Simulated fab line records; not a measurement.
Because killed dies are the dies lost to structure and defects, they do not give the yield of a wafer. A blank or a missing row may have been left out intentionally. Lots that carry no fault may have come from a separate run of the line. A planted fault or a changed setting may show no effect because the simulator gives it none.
Code-filled problem report in 8D (eight disciplines) form | flow sfq-line | the parts of the form that need people (team, actions taken, sign-off) are left out

## 1. WHAT IS WRONG
Wafers without a fault read 200.1 nm, standard deviation 0.96; thk-nm at SFQ_TRILAYER_I1_METRO_MEASURE_047 reads a mean of 185.1 nm on 3 wafers belonging to 2 lots. That is -16 standard deviations from the usual mean.
Seen first at day 28 21:44 on film-metro-04, wafer L945.5. At this step, 42 wafers from 14 lots have a number in the record. By rule, "out" or "out of limits" means more than 4 standard deviations away from the usual mean. All remaining wafers that have a number are taken as sound.

## 2. WHAT IT IS AND WHAT IT IS NOT
question                    | is                     | is not
which readings at this step | thk-nm                 | -
which lots                  | L945, L946             | L933, L934, L935, L936, L937, L941, L950, L952, L953, L954, L955, L956
which wafers of those lots  | L945.5, L945.6, L946.1 | L945.4, L946.2, L946.3
read on which tools         | film-metro-04          | film-metro-02, film-metro-03
when                        | from day 28 21:44      | up to then (19 sound wafers); but 20 sound wafers of L946, L950, L952, L953, L954, L955, L956 came after

## 3. THE SUSPECTS, EACH WITH WHAT RULES IT OUT
Counting: any tool at a process step up to the reading remains a suspect provided it ran every lot that is out. Sound lots after the first of them don't rule it out here, since some wafers of a struck lot are sound.
- cmp-01 at SFQ_TRILAYER_I1_CMP_CMP_046 (polishes SiO2): kept. It processed each lot that is out (first: L945, day 28 18:01); up to then, its last sound lot is L941 (day 27 21:58).
- film-metro-04 at SFQ_TRILAYER_I1_METRO_MEASURE_047: kept. It processed each lot that is out (first: L945, day 28 21:44); up to then, its last sound lot is L937 (day 26 02:58). Out on those wafers are its own readings of thk-nm.
Left after counting: cmp-01 at SFQ_TRILAYER_I1_CMP_CMP_046, film-metro-04 at SFQ_TRILAYER_I1_METRO_MEASURE_047.

## 4. THE CAUSE (what the simulator had put in)
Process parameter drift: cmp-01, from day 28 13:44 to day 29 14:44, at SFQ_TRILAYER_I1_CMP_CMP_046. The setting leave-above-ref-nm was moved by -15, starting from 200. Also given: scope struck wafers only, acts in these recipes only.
Counting left 2 suspects, and this tool is among them.

## 5. SEQUENCE OF EFFECTS, ordered by route
One row per reading whose mean, taken over the struck wafers that have a number, lies over 3 standard deviations from the usual. Only readings for which the record gives a usual standard deviation are gone through. hours: the time from each lot's start at the first step in this table that gives one to its start at this step, as a median over the lots. sigmas: the change in usual standard deviations.
hours | step                                  | reading        | usual      | on struck wafers | change | sigmas
0     | SFQ_TRILAYER_I1_METRO_MEASURE_047     | thk-nm         | 200.1 nm   | 185.1            | -15.0  | -16
146   | SFQ_TRILAYER_I1_VIA_ETCH_VIA_ETCH_052 | oes-product-au | 0.855 a.u. | 0.821            | -0.034 | -6.8
Process steps it contains:
- SFQ_TRILAYER_I1_METRO_MEASURE_047
- SFQ_TRILAYER_I1_VIA_ETCH_VIA_ETCH_052: etches SiO2 in CHF3, stops on Nb, target depth 260 nm.

## 6. WHAT WOULD HAVE CAUGHT IT SOONER
First out-of-limits reading in this record: day 28 21:44, which is 8 hours after fault onset at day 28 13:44.
No tool reading at SFQ_TRILAYER_I1_CMP_CMP_046 that has a usual standard deviation in the record was out on any struck wafer, so an alarm limit of 4 standard deviations on those readings would not have fired.
Among the 2 lots that are out, L946 began SFQ_TRILAYER_I1_CMP_CMP_046 on cmp-01 after day 28 21:44. Had the tool been put on hold then, it would have been spared.
